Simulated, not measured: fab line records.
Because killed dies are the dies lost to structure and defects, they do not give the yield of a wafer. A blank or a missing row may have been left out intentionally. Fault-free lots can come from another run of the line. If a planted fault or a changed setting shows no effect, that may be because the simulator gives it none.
Which of the tools did it? -- flow sfq line -- Sampling: 14 lots, 42 wafers, 2 of 325 route steps

WHAT THE GAUGES READ, wafer by wafer
SFQ_M0_RS_MEAS_904: measures by four-point-probe.
lot,measured,on,M0_NB_RS (ohm/sq)
L579,day 6 19:43,film metro-04,0.896 0.884 0.879
L581,day 6 23:17,film metro-03,0.888 0.877 0.879
L582,day 7 00:29,film metro-02,0.903 0.909 0.913
L587,day 7 14:15,film metro-04,0.871 0.878 0.878
L588,day 7 16:39,film metro-04,0.885 0.887 0.887
L589,day 7 17:17,film metro-03,0.889 0.881 0.875
L590,day 7 20:52,film metro-04,0.876 0.884 0.879
L591,day 7 22:39,film metro-02,0.913 0.908 0.909
L592,day 8 04:03,film metro-04,0.933 0.941 0.908
L595,day 8 18:00,film metro-02,0.946 0.918 0.913
L599,day 14 18:11,film metro-02,0.893 0.894 0.888
L600,day 15 07:36,film metro-04,0.887 0.905 0.890
L601,day 15 14:23,film metro-04,0.891 0.890 0.887
L602,day 15 22:45,film metro-03,0.880 0.884 0.880

TOOL THAT RAN EACH LOT (tool first, then ch and the chambers of the sampled wafers, then the start)
lot,SFQ_TRILAYER_M0_DEP_SPUTTER_019
L579,"pvd sputter-06, day 6 19:36"
L581,"pvd sputter-03, day 6 23:12"
L582,"pvd sputter-04, day 7 00:24"
L587,"pvd sputter-06, day 7 14:10"
L588,"pvd sputter-06, day 7 16:34"
L589,"pvd sputter-04, day 7 17:10"
L590,"pvd sputter-06, day 7 20:46"
L591,"pvd sputter-04, day 7 22:34"
L592,"pvd sputter-04, day 8 03:58"
L595,"pvd sputter-04, day 8 17:55"
L599,"pvd sputter-04, day 14 18:05"
L600,"pvd sputter-04, day 15 07:29"
L601,"pvd sputter-03, day 15 14:16"
L602,"pvd sputter-04, day 15 22:40"
- SFQ_TRILAYER_M0_DEP_SPUTTER_019: material Nb, target thk 200 nm, time 133.3 s.

WHAT THE TOOLS THEMSELVES READ (means of the sampled wafers that have a number; where no wafer has one, the mark that the record gives instead)
SFQ_TRILAYER_M0_DEP_SPUTTER_019.
lot,tool,resputter cathode voltage v (V),throttle valve pct (%)
L579,pvd sputter-06,402,29.3
L581,pvd sputter-03,401,29.8
L582,pvd sputter-04,400,31.0
L587,pvd sputter-06,401,29.1
L588,pvd sputter-06,402,29.6
L589,pvd sputter-04,400,31.0
L590,pvd sputter-06,402,29.9
L591,pvd sputter-04,400,31.1
L592,pvd sputter-04,403,31.2
L595,pvd sputter-04,399,31.0
L599,pvd sputter-04,400,31.1
L600,pvd sputter-04,400,31.3
L601,pvd sputter-03,396,30.3
L602,pvd sputter-04,402,30.9

THE ANSWER, worked out from the rows above alone
Rule: what is usual is taken from the lots themselves. Put in order of their means at a reading, lots are off if they are a third of the lots or fewer, leave a main group of 4 or more, and stand apart from it by a gap of 3 or more times the standard deviation of the main group's means; of several such gaps the widest counts. Not used: any main group whose means are identical at the precision the tables above print for the reading. A lot without any number at a reading at which 4 lots or more have one is off too. Any other lot the step has rows for is counted as sound. After the gauges, taken in route order, come the tools' own readings; for these a lot's mean is taken, as printed above. At the first step where some lot is off, the reading lying furthest off is the one used; lots without a number count as furthest.
Nothing can be told from this: no lot is off at any reading shown.

WHAT THE SIMULATOR PUT IN
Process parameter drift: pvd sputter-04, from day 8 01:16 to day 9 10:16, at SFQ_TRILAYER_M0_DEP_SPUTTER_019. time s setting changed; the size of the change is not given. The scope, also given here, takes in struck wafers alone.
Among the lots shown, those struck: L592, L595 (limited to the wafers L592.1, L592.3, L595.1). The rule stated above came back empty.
